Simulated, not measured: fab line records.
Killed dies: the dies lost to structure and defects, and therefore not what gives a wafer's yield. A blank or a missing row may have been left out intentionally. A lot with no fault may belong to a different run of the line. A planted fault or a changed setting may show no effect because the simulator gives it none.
fab line records -- flow sky130
record: lots: 6, wafers: 18, last-day: 50
route steps=708 shown METAL4@627 VIA4@639 PAD_OPEN@708
lots with no fault: from the same line, run without faults
start-h: hours from the record's opening day to when the first of the lot's shown wafers began -- wait-h: hours elapsed since this lot's preceding step -- " unchanged from the row above -- L1.1+2: a row that stands for several wafers -- - no value present, or no start provided -- * or withheld: withheld -- < > ~ a bound
route shown NAME@n: a module of which the file shows steps, and the number in the route of the first -- usual: mean/standard deviation taken from wafers without a fault -- same: alike in all rows -- chamber/n: place in a boat -- sites: each site's reading -- _std_site: the standard deviation of these -- _edge_site: outer sites' mean less inner sites' -- radius-mm: for every site, how far away it sits from the centre of the wafer -- mask NAME#n: copy n -- behind: the tool/chamber that last shaped the wafer -- hold: the reason the lot was held/the length of the hold in hours/how it ended -- device: which transistor (n, p or np) failed to switch -- end of line: at the end of the route, the tests of the same wafers -- for a step that has no rows: nothing shown but its recipe -- killed: dies lost to structure and defects at the first sort, not the wafer's yield -- map: per-die view of a wafer (x killed, . not killed, _ where there is no die)
set.NAME: the setting the step ran with; set.NAME@STEP: the setting that earlier step ran with -- model.NAME: the simulator's own value behind a step, which no gauge read
certain route steps with their lots: each step a table, each wafer a row
services: when a tool's chamber went out of use (start-h, in hours from the record's first day, below 0 if earlier), for how many hours, and the reason
== steps ==
step: SKY_METAL4_PEB_11
recipe: peb-temp-c: withheld, peb-time-s: withheld, resist: KrF-thick
step: SKY_METAL4_DEVELOP_12
recipe: develop-time-s: 60, resist: KrF-thick, dev-temp-c: 21
step: SKY_METAL4_CD_MEAS_13
recipe: target-cd-nm: 300
usual: cd-nm: 299.6/1.3
lot.wafer,tool,chamber,start-h,wait-h,cd-nm
L559.1,cd-sem-02,-,975.65,-,300.6
L559.3,cd-sem-02,-,975.65,-,299.1
L559.5,cd-sem-02,-,975.65,-,298.4
L567.1,cd-sem-01,-,1036.25,-,297.9
L567.3,cd-sem-01,-,1036.25,-,296.9
L567.4,cd-sem-01,-,1036.25,-,298.0
L569.1,cd-sem-02,-,1051.70,-,301.8
L569.3,cd-sem-02,-,1051.70,-,300.3
L569.5,cd-sem-02,-,1051.70,-,300.1
L575.1,cd-sem-01,-,1087.95,-,299.5
L575.2,cd-sem-01,-,1087.95,-,301.1
L575.3,cd-sem-01,-,1087.95,-,299.9
L576.1,cd-sem-01,-,1099.90,-,299.3
L576.3,cd-sem-01,-,1099.90,-,300.5
L576.6,cd-sem-01,-,1099.90,-,299.4
L580.1,cd-sem-02,-,1120.50,-,301.2
L580.4,cd-sem-02,-,1120.50,-,300.8
L580.6,cd-sem-02,-,1120.50,-,300.6
step: SKY_METAL4_OVL_MEAS_14
usual: METAL4_OVL: 1/6.1
lot.wafer,tool,chamber,start-h,wait-h,METAL4_OVL[nm]
L559.1,overlay-01,-,975.77,0.1,-1
L559.3,overlay-01,-,975.77,0.1,-2
L559.5,overlay-01,-,975.77,0.1,-4
L567.1,overlay-02,-,1036.37,0.1,9
L567.3,overlay-02,-,1036.37,0.1,1
L567.4,overlay-02,-,1036.37,0.1,0
L569.1,overlay-01,-,1051.82,0.1,-9
L569.3,overlay-01,-,1051.82,0.1,-14
L569.5,overlay-01,-,1051.82,0.1,-8
L575.1,overlay-02,-,1088.07,0.1,-5
L575.2,overlay-02,-,1088.07,0.1,2
L575.3,overlay-02,-,1088.07,0.1,-1
L576.1,overlay-02,-,1100.02,0.1,7
L576.3,overlay-02,-,1100.02,0.1,2
L576.6,overlay-02,-,1100.02,0.1,-5
L580.1,overlay-01,-,1120.62,0.1,-3
L580.4,overlay-01,-,1120.62,0.1,-3
L580.6,overlay-01,-,1120.62,0.1,-4
step: SKY_METAL4_DESCUM_15
recipe: chemistry: O2, source-power-w: 150, bias-power-w: 0, pressure-mtorr: 10, temp-c: 40, time-s: 8
usual: drypump-motor-current-A: 5.7/0.54, oes-product-au: 1.003/0.0064
lot.wafer,tool,chamber,start-h,wait-h,drypump-motor-current-A,oes-product-au,rf-hours-counter-h
L559.1,rie-metal-02,0,975.80,0.0,5.3,1.007,15
L559.3,rie-metal-02,1,975.80,0.0,6.5,0.995,-
L559.5,rie-metal-02,1,975.80,0.0,6.5,1.003,-
L567.1,rie-metal-02,0,1036.40,0.0,5.3,1.005,19
L567.3,rie-metal-02,0,1036.40,0.0,5.3,1.004,-
L567.4,rie-metal-02,1,1036.40,0.0,6.5,0.993,-
L569.1,rie-metal-03,0,1051.86,0.0,6.2,1.010,0
L569.3,rie-metal-03,0,1051.86,0.0,6.2,1.003,-
L569.5,rie-metal-03,1,1051.86,0.0,5.1,0.997,-
L575.1,rie-metal-01,1,1088.11,0.0,5.4,1.008,21
L575.2,rie-metal-01,0,1088.11,0.0,5.7,1.007,12
L575.3,rie-metal-01,1,1088.11,0.0,5.4,1.008,-
L576.1,rie-metal-02,1,1100.06,0.0,6.4,1.005,21
L576.3,rie-metal-02,1,1100.06,0.0,6.5,1.001,-
L576.6,rie-metal-02,1,1100.06,0.0,6.4,0.995,-
L580.1,rie-metal-03,0,1120.65,0.0,6.2,1.007,6
L580.4,rie-metal-03,1,1120.65,0.0,5.1,1.005,-
L580.6,rie-metal-03,0,1120.65,0.0,6.2,1.013,-
step: SKY_METAL4_ETCH_16
recipe: chemistry: N2/H2, target: BARC, ion-energy-ev: 200, bias-w: 100, pressure-mtorr: 30, n2-flow-sccm: 100, h2-flow-sccm: 200, icp-w: 500, stop-on: SiO2, time-s: 88.2, target-depth-a: 600
usual: bias-w: 100.0/0.34, drypump-motor-current-A: 5.8/0.54, oes-product-au: 0.626/0.0045, throttle-valve-pct: 13.205/0.01
lot.wafer,tool,chamber,start-h,wait-h,bias-w,drypump-motor-current-A,oes-product-au,rf-hours-counter-h,throttle-valve-pct
L559.1,rie-metal-02,0,975.84,0.0,100.0,5.3,0.621,15,13.214
L559.3,rie-metal-02,1,975.84,0.0,100.2,6.5,0.627,-,13.209
L559.5,rie-metal-02,1,975.84,0.0,100.1,6.5,0.620,-,13.196
L567.1,rie-metal-02,0,1036.44,0.0,100.7,5.3,0.639,19,13.201
L567.3,rie-metal-02,0,1036.44,0.0,100.4,5.3,0.625,-,13.207
L567.4,rie-metal-02,1,1036.44,0.0,100.2,6.5,0.629,-,13.202
L569.1,rie-metal-03,0,1051.89,0.0,99.5,6.2,0.620,0,13.219
L569.3,rie-metal-03,0,1051.89,0.0,99.6,6.2,0.625,-,13.226
L569.5,rie-metal-03,1,1051.89,0.0,100.5,5.0,0.629,-,13.190
L575.1,rie-metal-01,1,1088.14,0.0,100.4,5.5,0.626,21,13.202
L575.2,rie-metal-01,0,1088.14,0.0,100.3,5.6,0.631,12,13.210
L575.3,rie-metal-01,1,1088.14,0.0,100.4,5.4,0.628,-,13.212
L576.1,rie-metal-02,1,1100.09,0.0,100.2,6.5,0.627,21,13.205
L576.3,rie-metal-02,1,1100.09,0.0,99.9,6.5,0.630,-,13.179
L576.6,rie-metal-02,1,1100.09,0.0,99.8,6.5,0.627,-,13.198
L580.1,rie-metal-03,0,1120.69,0.0,99.5,6.3,0.623,6,13.224
L580.4,rie-metal-03,1,1120.69,0.0,100.0,5.1,0.624,-,13.220
L580.6,rie-metal-03,0,1120.69,0.0,99.6,6.2,0.623,-,13.199
step: SKY_METAL4_ETCH_17
recipe: target: SiO2, stop-on: TiN, chemistry: C4F8/O2/Ar, source-w: 1500, bias-w: 1200, pressure-mtorr: 40, c4f8-flow-sccm: withheld, O2_flow_sccm: 6, Ar_flow_sccm: 300, time-s: 3.9, target-depth-a: 150
usual: bias-w: 1200/3.4, oes-product-au: 0.755/0.0069
lot.wafer,tool,chamber,start-h,wait-h,bias-w,oes-product-au,rf-hours-counter-h
L559.1,rie-diel-04,1,975.94,0.1,1198,0.761,10
L559.3,rie-diel-04,2,975.94,0.1,1204,0.765,10
L559.5,rie-diel-04,2,975.94,0.1,1203,0.765,-
L567.1,rie-diel-04,3,1036.53,0.1,1195,0.748,24
L567.3,rie-diel-04,0,1036.53,0.1,1196,0.748,12
L567.4,rie-diel-04,2,1036.53,0.1,1202,0.759,12
L569.1,rie-diel-04,1,1051.99,0.1,1198,0.742,12
L569.3,rie-diel-04,0,1051.99,0.1,1199,0.762,12
L569.5,rie-diel-04,0,1051.99,0.1,1202,0.761,-
L575.1,rie-diel-04,3,1088.24,0.1,1198,0.768,26
L575.2,rie-diel-04,0,1088.24,0.1,1199,0.756,13
L575.3,rie-diel-04,1,1088.24,0.1,1199,0.756,14
L576.1,rie-diel-04,0,1100.19,0.1,1194,0.741,14
L576.3,rie-diel-04,3,1100.19,0.1,1201,0.740,26
L576.6,rie-diel-04,2,1100.19,0.1,1199,0.747,-
L580.1,rie-diel-03,0,1120.78,0.1,1201,0.744,14
L580.4,rie-diel-03,2,1120.78,0.1,1196,0.765,23
L580.6,rie-diel-03,3,1120.78,0.1,1195,0.757,-
step: SKY_METAL4_METAL_ETCH_18
recipe: target-depth-a: 8450, stop-on: SiO2, over-etch-frac: 0.3, time-s: 183.1, chemistry: Cl2/BCl3, resist-sidewall-deg: 88, pressure-mtorr: 10, icp-w: 900, bias-w: 48.5, Cl2_flow_sccm: 60, bcl3-flow-sccm: 30
step: SKY_METAL4_STRIP_19
recipe: chemistry: O2/N2, power-w: 1400, pressure-mtorr: 1500, platen-temp-c: withheld, o2-flow-sccm: 3000, n2-flow-sccm: 300, overash-fraction: 0.5
usual: drypump-motor-current-A: 5.9/0.69, oes-product-au: 0.501/0.0051, strip-time-to-endpoint-s: 6.50/0.052
lot.wafer,tool,chamber,start-h,wait-h,drypump-motor-current-A,oes-product-au,rf-hours-counter-h,strip-time-to-endpoint-s
L559.1,plasma-asher-01,0,976.13,0.1,6.6,0.505,83,6.56
L559.3,plasma-asher-01,1,976.13,0.1,4.9,0.498,-,6.47
L559.5,plasma-asher-01,0,976.13,0.1,6.5,0.506,-,6.56
L567.1,plasma-asher-03,0,1036.73,0.1,6.0,0.498,62,6.51
L567.3,plasma-asher-03,0,1036.73,0.1,6.0,0.502,-,6.51
L567.4,plasma-asher-03,1,1036.73,0.1,6.6,0.500,-,6.49
L569.1,plasma-asher-04,1,1052.18,0.1,5.4,0.501,30,6.48
L569.3,plasma-asher-04,0,1052.18,0.1,5.3,0.492,-,6.40
L569.5,plasma-asher-04,0,1052.18,0.1,5.3,0.496,-,6.44
L575.1,plasma-asher-04,0,1088.43,0.1,5.3,0.507,35,6.53
L575.2,plasma-asher-04,1,1088.43,0.1,5.5,0.501,35,6.56
L575.3,plasma-asher-04,0,1088.43,0.1,5.3,0.503,-,6.54
L576.1,plasma-asher-03,0,1100.38,0.1,6.1,0.492,69,6.41
L576.3,plasma-asher-03,0,1100.38,0.1,6.0,0.501,-,6.48
L576.6,plasma-asher-03,1,1100.38,0.1,6.6,0.497,-,6.46
L580.1,plasma-asher-01,0,1120.98,0.1,6.6,0.506,98,6.53
L580.4,plasma-asher-01,1,1120.98,0.1,4.9,0.498,-,6.50
L580.6,plasma-asher-01,0,1120.98,0.1,6.6,0.497,-,6.51
step: SKY_METAL4_STRIP_20
recipe: chemistry: post-etch-residue-remover, time-s: 1200, temp-c: 72.5
step: SKY_METAL4_CLEAN_21
recipe: chemistry: IPA, time-s: 180, temp-c: 25
step: SKY_METAL4_CLEAN_22
recipe: chemistry: O3/DIW, dry: n2-spin
step: SKY_VIA4_HDPCVD_00
recipe: material: SiO2, target-thk-nm: 1750, sigma-open-frac: 0.3, time-s: 291.7, temp-c: 400, sih4-flow-sccm: 60, pressure-mtorr: 6
usual: sih4-flow-sccm: 60.00/0.17
lot.wafer,tool,chamber,start-h,wait-h,sih4-flow-sccm,model.SiO2_of_VIA4_HDPCVD_00.thk-nm
L559.1,hdpcvd-01,1,976.72,0.0,60.27,1761
L559.3,hdpcvd-01,2,976.72,0.0,59.86,1760
L559.5,hdpcvd-01,1,976.72,0.0,59.88,1774
L567.1,hdpcvd-01,2,1037.32,0.0,60.09,1729
L567.3,hdpcvd-01,1,1037.32,0.0,60.06,1768
L567.4,hdpcvd-01,0,1037.32,0.0,60.00,1741
L569.1,hdpcvd-02,1,1053.21,0.0,60.00,1742
L569.3,hdpcvd-02,2,1053.21,0.0,59.79,1747
L569.5,hdpcvd-02,0,1053.21,0.0,59.88,1743
L575.1,hdpcvd-02,0,1089.08,0.0,90.07,2644
L575.2,hdpcvd-02,1,1089.08,0.0,89.85,2647
L575.3,hdpcvd-02,2,1089.08,0.0,90.04,2629
L576.1,hdpcvd-02,2,1101.07,0.0,90.23,2594
L576.3,hdpcvd-02,0,1101.07,0.0,90.07,2623
L576.6,hdpcvd-02,0,1101.07,0.0,90.28,2615
L580.1,hdpcvd-01,2,1121.58,0.0,59.91,1726
L580.4,hdpcvd-01,0,1121.58,0.0,60.06,1740
L580.6,hdpcvd-01,2,1121.58,0.0,59.73,1731
step: SKY_VIA4_THK_MEAS_01
recipe: reads: SiO2_of_VIA4_HDPCVD_00
usual: VIA4_HDPCVD_THK: 1744/17
lot.wafer,tool,chamber,start-h,wait-h,VIA4_HDPCVD_THK[nm]
L559.1,film-metro-03,-,976.90,0.1,1761
L559.3,film-metro-03,-,976.90,0.1,1761
L559.5,film-metro-03,-,976.90,0.1,1774
L567.1,film-metro-01,-,1037.50,0.1,1729
L567.3,film-metro-01,-,1037.50,0.1,1766
L567.4,film-metro-01,-,1037.50,0.1,1741
L569.1,film-metro-03,-,1053.39,0.1,1741
L569.3,film-metro-03,-,1053.39,0.1,1748
L569.5,film-metro-03,-,1053.39,0.1,1742
L575.1,film-metro-01,-,1089.26,0.1,2644
L575.2,film-metro-01,-,1089.26,0.1,2647
L575.3,film-metro-01,-,1089.26,0.1,2628
L576.1,film-metro-01,-,1101.25,0.1,2595
L576.3,film-metro-01,-,1101.25,0.1,2622
L576.6,film-metro-01,-,1101.25,0.1,2615
L580.1,film-metro-02,-,1121.76,0.1,1727
L580.4,film-metro-02,-,1121.76,0.1,1740
L580.6,film-metro-02,-,1121.76,0.1,1731
step: SKY_VIA4_CMP_02
recipe: material: SiO2, down-force-psi: 4, platen-rpm: 60, pad-velocity-m-s: 0.94248
usual: motor-current-A: 11.5/1.4, slurry-flow-ml-min: 150.0/0.48
lot.wafer,tool,chamber,start-h,wait-h,motor-current-A,slurry-flow-ml-min
L559.1,cmp-01,2,977.01,0.1,11.0,149.4
L559.3,cmp-01,0,977.01,0.1,9.5,150.0
L559.5,cmp-01,2,977.01,0.1,11.0,149.2
L567.1,cmp-02,1,1037.61,0.1,11.0,149.9
L567.3,cmp-02,2,1037.61,0.1,11.6,150.3
L567.4,cmp-02,3,1037.61,0.1,12.2,149.3
L569.3,cmp-01,2,1053.55,0.1,11.0,150.5
L569.1,cmp-01,3,1053.55,0.1,10.7,150.1
L569.5,cmp-01,0,1053.55,0.1,9.7,149.9
L575.2,cmp-01,3,1089.37,0.1,11.0,149.4
L575.3,cmp-01,0,1089.37,0.1,9.6,150.3
L575.1,cmp-01,1,1089.37,0.1,13.5,149.8
L576.3,cmp-01,2,1101.36,0.1,11.2,150.1
L576.1,cmp-01,0,1101.36,0.1,9.5,150.4
L576.6,cmp-01,1,1101.36,0.1,12.5,150.0
L580.1,cmp-02,1,1121.82,0.1,12.0,150.0
L580.4,cmp-02,0,1121.82,0.1,15.2,149.4
L580.6,cmp-02,2,1121.82,0.1,12.1,150.6
step: SKY_PAD_OPEN_PROBE_99
usual: defect-limited-yield: 82.2/1.9, killed_at_M0_to_M3: 45/7.3, killed_at_M4_up: 3.1/1.7, killed-at-contacts: 25/5.1, killed-at-front-end: 15/4.5, killed-at-other: 0.3/0.56, killed-dies: 88/9.4, killed-open: 47/6.6, killed-short: 40/6.9, sort_bin_3_pad_short: 0.9/0.46, sort_bin_5_function: 10.5/1.5, sort_bin_6_memory: 6.4/1.1, sort-n-pass: 404/9.4, sort-yield-pct: 82.2/1.9
same: gross-dies: 492, killed-at-back-side: 0, sort_bin_4_leakage[%]: 0, sort_bin_8_speed[%]: 0
lot.wafer,tool,chamber,start-h,wait-h,defect-limited-yield[%],killed_at_M0_to_M3,killed_at_M4_up,killed-at-contacts,killed-at-front-end,killed-at-other,killed-dies,killed-open,killed-short,sort_bin_3_pad_short[%],sort_bin_5_function[%],sort_bin_6_memory[%],sort-n-pass,sort-yield-pct[%]
L559.1,prober-01,-,1072.61,0.1,87.0,33,2,20,8,1,64,33,30,0.4,6.7,5.9,428,87.0
L559.3,prober-01,-,1072.71,0.2,82.1,42,2,28,16,0,88,45,43,1.6,10.8,5.5,404,82.1
L559.5,prober-01,-,1072.81,0.2,79.7,41,0,33,25,1,100,42,57,1.0,12.0,7.3,392,79.7
L567.1,prober-02,-,1124.71,0.1,81.9,41,3,29,16,0,89,57,32,1.0,10.6,6.5,403,81.9
L567.3,prober-02,-,1124.81,0.2,82.1,48,2,21,14,3,88,41,45,1.0,11.0,5.9,404,82.1
L567.4,prober-02,-,1124.86,0.2,79.9,58,3,26,12,0,99,61,38,0.4,11.6,8.1,393,79.9
L569.1,prober-02,-,1138.62,0.1,84.3,38,3,20,15,1,77,45,31,1.0,8.3,6.3,415,84.3
L569.3,prober-02,-,1138.72,0.2,85.8,34,3,23,10,0,70,39,31,0.2,10.2,3.9,422,85.8
L569.5,prober-02,-,1138.82,0.2,82.7,35,6,35,9,0,85,45,40,1.4,9.3,6.5,407,82.7
L575.1,prober-02,-,1168.82,0.1,83.9,37,4,22,16,0,79,48,31,1.2,10.2,4.7,413,83.9
L575.2,prober-02,-,1168.87,0.1,83.1,49,3,22,9,0,83,51,32,0.8,10.6,5.5,409,83.1
L575.3,prober-02,-,1168.92,0.2,82.3,39,2,29,17,0,87,53,34,0.8,10.0,6.9,405,82.3
L576.1,prober-01,-,1179.92,0.1,82.3,46,6,18,16,1,87,41,45,0.6,12.0,5.1,405,82.3
L576.3,prober-01,-,1180.02,0.2,79.9,52,2,28,16,1,99,57,42,0.6,13.0,6.5,393,79.9
L576.6,prober-01,-,1180.17,0.2,81.3,47,1,25,18,1,92,49,43,1.0,11.2,6.5,400,81.3
L580.1,prober-01,-,1196.66,0.1,83.3,42,3,25,11,1,82,42,40,0.8,9.3,6.5,410,83.3
L580.4,prober-01,-,1196.81,0.2,83.7,40,2,25,13,0,80,45,34,1.0,9.6,5.7,412,83.7
L580.6,prober-01,-,1196.91,0.2,81.9,46,3,26,12,2,89,41,47,0.6,11.4,6.1,403,81.9
killed by level:class
L559.1 CONTACT:geometric-particle:open=8 VIA1:geometric-particle:open=6 VIA2:geometric-particle:open=6 LI_CONTACT:geometric-particle:open=5 METAL1:geometric-particle:short=4 FIELD_ISO:geometric-particle:short=3 POLY_GATE:geometric-particle:short=3 VIA3:geometric-particle:open=3
L559.3 CONTACT:geometric-particle:open=9 LI_CONTACT:geometric-particle:open=8 VIA1:geometric-particle:open=8 METAL2:geometric-particle:short=8 POLY_GATE:geometric-particle:short=7 CONTACT:geometric-particle:short=6 VIA3:geometric-particle:open=5 VIA1:geometric-particle:short=5
L559.5 CONTACT:geometric-particle:short=9 VIA1:geometric-particle:open=9 POLY_GATE:geometric-particle:short=8 METAL1:geometric-particle:short=8 CONTACT:geometric-particle:open=7 VIA3:geometric-particle:open=6 LI_CONTACT:geometric-particle:open=6 METAL2:geometric-particle:short=6
L567.1 CONTACT:geometric-particle:open=15 VIA1:geometric-particle:open=14 VIA2:geometric-particle:open=9 POLY_GATE:geometric-particle:short=6 CONTACT:geometric-particle:short=6 LI_CONTACT:geometric-particle:open=4 VIA1:geometric-particle:short=4 VIA3:geometric-particle:short=4
L567.3 LI_CONTACT:geometric-particle:open=9 METAL2:geometric-particle:short=8 VIA3:geometric-particle:open=7 CONTACT:geometric-particle:short=6 VIA2:geometric-particle:open=6 FIELD_ISO:geometric-particle:open=5 METAL1:geometric-particle:short=5 VIA1:geometric-particle:short=5
L567.4 LI_CONTACT:geometric-particle:open=11 VIA3:geometric-particle:open=11 VIA1:geometric-particle:open=9 CONTACT:geometric-particle:open=8 METAL2:geometric-particle:short=7 VIA2:geometric-particle:open=7 FIELD_ISO:geometric-particle:short=5 VIA1:geometric-particle:short=5
L569.1 LI_CONTACT:geometric-particle:open=8 VIA2:geometric-particle:open=8 CONTACT:geometric-particle:open=6 VIA1:geometric-particle:short=5 VIA1:geometric-particle:open=5 METAL2:geometric-particle:short=5 FIELD_ISO:geometric-particle:open=4 LOCAL_INTERCONNECT:geometric-particle:short=4
L569.3 VIA1:geometric-particle:open=11 CONTACT:geometric-particle:open=10 METAL2:geometric-particle:short=8 METAL1:geometric-particle:short=7 LI_CONTACT:geometric-particle:open=5 FIELD_ISO:geometric-particle:short=3 FIELD_ISO:geometric-particle:open=3 VIA2:geometric-particle:open=3
L569.5 CONTACT:geometric-particle:open=14 VIA1:geometric-particle:open=9 LI_CONTACT:geometric-particle:open=8 CONTACT:geometric-particle:short=6 VIA2:geometric-particle:short=5 LOCAL_INTERCONNECT:geometric-particle:short=5 VIA1:geometric-particle:short=5 METAL1:geometric-particle:short=4
L575.1 LI_CONTACT:geometric-particle:open=10 VIA3:geometric-particle:open=8 CONTACT:geometric-particle:open=6 VIA1:geometric-particle:short=6 VIA2:geometric-particle:open=5 VIA1:geometric-particle:open=5 POLY_GATE:geometric-particle:open=4 POLY_GATE:geometric-particle:short=4
L575.2 VIA1:geometric-particle:open=13 LI_CONTACT:geometric-particle:open=8 CONTACT:geometric-particle:open=8 VIA2:geometric-particle:open=6 VIA3:geometric-particle:open=5 METAL1:geometric-particle:short=4 VIA3:geometric-particle:short=4 FIELD_ISO:geometric-particle:open=3
L575.3 VIA1:geometric-particle:open=11 LI_CONTACT:geometric-particle:open=10 CONTACT:geometric-particle:open=9 VIA3:geometric-particle:open=7 FIELD_ISO:geometric-particle:short=6 FIELD_ISO:geometric-particle:open=5 VIA1:geometric-particle:short=4 LOCAL_INTERCONNECT:geometric-particle:short=4
L576.1 VIA3:geometric-particle:open=9 CONTACT:geometric-particle:open=8 VIA2:geometric-particle:open=6 METAL2:geometric-particle:short=6 METAL4:geometric-particle:short=6 POLY_GATE:geometric-particle:open=5 METAL1:geometric-particle:short=5 VIA1:geometric-particle:short=5
L576.3 VIA3:geometric-particle:open=16 CONTACT:geometric-particle:open=10 LI_CONTACT:geometric-particle:open=9 METAL2:geometric-particle:short=9 METAL1:geometric-particle:short=7 VIA1:geometric-particle:open=7 FIELD_ISO:geometric-particle:open=5 VIA2:geometric-particle:open=4
L576.6 CONTACT:geometric-particle:open=12 VIA2:geometric-particle:open=10 FIELD_ISO:geometric-particle:short=8 LI_CONTACT:geometric-particle:open=7 METAL2:geometric-particle:short=7 VIA1:geometric-particle:short=6 VIA1:geometric-particle:open=6 VIA3:geometric-particle:open=6
L580.1 LI_CONTACT:geometric-particle:open=10 VIA1:geometric-particle:open=9 METAL1:geometric-particle:short=8 CONTACT:geometric-particle:open=7 VIA2:geometric-particle:short=5 CONTACT:geometric-particle:short=4 VIA1:geometric-particle:short=3 VIA3:geometric-particle:open=3
L580.4 CONTACT:geometric-particle:open=12 VIA2:geometric-particle:open=9 LI_CONTACT:geometric-particle:open=9 METAL2:geometric-particle:short=6 POLY_GATE:geometric-particle:open=4 POLY_GATE:geometric-particle:short=4 VIA1:geometric-particle:short=4 METAL1:geometric-particle:short=4
L580.6 VIA1:geometric-particle:open=12 CONTACT:geometric-particle:open=11 METAL2:geometric-particle:short=9 METAL1:geometric-particle:short=5 VIA3:geometric-particle:open=5 FIELD_ISO:geometric-particle:short=4 LI_CONTACT:geometric-particle:open=4 LOCAL_INTERCONNECT:geometric-particle:short=4
== services ==
tool,chamber,start-h,hours,kind
hdpcvd-01,-,953.34,0.9,repair
cmp-01,-,957.73,1.6,repair
cmp-01,-,959.40,9.4,pm
rie-diel-03,0,970.00,10.6,repair
rie-metal-01,-,970.27,15.6,pm
hdpcvd-01,0,984.52,13.6,repair
rie-diel-03,0,985.08,1.8,repair
cmp-01,-,991.48,0.4,repair
plasma-asher-01,-,1020.71,4.6,repair
rie-metal-03,0,1026.80,-,clean
hdpcvd-02,-,1033.57,0.6,repair
rie-diel-04,-,1050.86,0.7,repair
cmp-02,-,1054.28,2.1,repair
rie-metal-01,0,1054.41,21.0,repair
rie-diel-03,0,1062.46,20.2,repair
hdpcvd-02,-,1064.70,2.8,pm
rie-diel-03,3,1079.38,4.1,repair
plasma-asher-01,-,1088.15,4.3,pm
rie-diel-04,1,1088.90,59.3,repair
rie-diel-04,2,1089.22,1.9,repair
rie-metal-01,-,1092.36,2.8,pm
cmp-02,-,1094.13,4.0,pm
cmp-01,-,1098.49,0.5,repair
cmp-01,-,1111.06,5.4,pm
== key ==
first-sign: step: SKY_VIA4_HDPCVD_00, reading: sih4-flow-sccm, direction: up, sigmas: 99+, usual: 60.00, struck: 90.09
effect: step: SKY_VIA4_THK_MEAS_01, reading: VIA4_HDPCVD_THK, direction: up, sigmas: 53, usual: 1744, struck: 2625
model-effect: step: SKY_VIA4_HDPCVD_00, value: SiO2_of_VIA4_HDPCVD_00.thk-nm, without: 1750, struck: 2625
met-at SKY_VIA4_HDPCVD_00
struck-wafers L575.1,L575.2,L575.3,L576.1,L576.3,L576.6
onset-between 1053.21 1089.08
fault: kind: process-parameter-drift, tool: hdpcvd-02, chamber: -, onset-h: 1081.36, steps: SKY_VIA4_HDPCVD_00, channel: sih4-flow-sccm, offset: 30, shape: step, end-h: 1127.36, acts-in: these-recipes-only, stated: 60
